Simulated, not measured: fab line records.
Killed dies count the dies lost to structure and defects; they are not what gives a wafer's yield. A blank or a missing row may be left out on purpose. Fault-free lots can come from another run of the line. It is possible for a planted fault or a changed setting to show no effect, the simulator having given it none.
2 desks, one fault + flow sky130 + numbers are kept per desk, each desk with only its own; the story behind them comes last

AT THE METROLOGY DESK
What the gauges read, lot by lot, whatever tool the lot ran on: means of the sampled wafers that have a number. If a lot's mean is further than 4 standard deviations from the usual mean, the lot is out of limits and carries the mark OUT (the distance appears in the brackets).
Columns: A = VIA1_HDPCVD_THK at SKY_VIA1_THK_MEAS_01, usual 1024 nm; B = VIA2_OVL at SKY_VIA2_OVL_MEAS_13, usual 0 nm
| lot  | first seen here | A    | B  |
|------|-----------------|------|----|
| L486 | day 33 09:01    | 1027 | -4 |
| L492 | day 35 07:28    | 1026 | -2 |
| L494 | day 35 12:08    | 1016 | 4  |
| L499 | day 37 03:40    | 1022 | 2  |
| L502 | day 38 00:08    | 1007 | -0 |
| L503 | day 38 06:05    | 1018 | 0  |
| L504 | day 38 06:28    | 1042 | 2  |
| L505 | day 38 15:26    | 1028 | 9  |
| L506 | day 38 20:08    | 1024 | 3  |
| L507 | day 38 23:32    | 1025 | 2  |
| L508 | day 39 06:04    | 1039 | 1  |
| L509 | day 39 16:42    | 1013 | -1 |
This desk found nothing out of limits on any of the 12 lots.

FOR THE TOOL OWNER'S DESK: rie_metal-01
The tool's own readings at SKY_METAL2_ETCH_18 (etches BARC in N2/H2, stops on SiO2, time 45.9 s, target depth 60 nm): means of the sampled wafers that have a number, for each lot that ran on this tool. If a lot's mean is further than 4 standard deviations from the usual mean, the lot is out of limits and carries the mark OUT (the distance appears in the brackets).
Columns: A = bias_w at SKY_METAL2_ETCH_18, usual 100.0 W; B = drypump_motor_current_A at SKY_METAL2_ETCH_18, usual 5.8 A; C = h2_flow_sccm at SKY_METAL2_ETCH_18, usual 200.1 sccm; D = oes_product_au at SKY_METAL2_ETCH_18, usual 0.854 a.u.; E = throttle_valve_pct at SKY_METAL2_ETCH_18, usual 13.224 %
| lot  | first seen here | A              | B   | C     | D     | E      |
|------|-----------------|----------------|-----|-------|-------|--------|
| L492 | day 37 12:20    | 86.7 (-42) OUT | 5.8 | 199.9 | 0.854 | 13.221 |
| L494 | day 37 18:28    | 87.1 (-40) OUT | 5.8 | 200.1 | 0.857 | 13.219 |
| L507 | day 41 03:05    | 100.1          | 5.8 | 200.1 | 0.854 | 13.225 |
| L508 | day 41 09:01    | 100.1          | 5.8 | 199.7 | 0.855 | 13.230 |
This desk finds L492, L494 out of limits, L492 being first, at day 37 12:20 (bias_w at SKY_METAL2_ETCH_18). L507, L508 stayed within limits.

BROUGHT TOGETHER
On L492, L494, at day 37 12:20, an alarm was possible from the tool owner's desk.
From the metrology desk's view, nothing was out of limits.
The metrology desk has L492, L494 on record, within its limits.
SKY_METAL2_ETCH_18 was run on rie_metal-01 by each of the lots named.

WHAT WAS PUT IN BY THE SIMULATOR
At SKY_METAL2_ETCH_18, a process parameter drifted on rie_metal-01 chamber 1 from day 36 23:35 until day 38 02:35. The setting bias_w was moved by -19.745, starting from 100. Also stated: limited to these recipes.
Struck lots among those shown: L492, L494.
Time in hours from fault onset to the first out-of-limits reading at each desk: the tool owner's desk, 13.
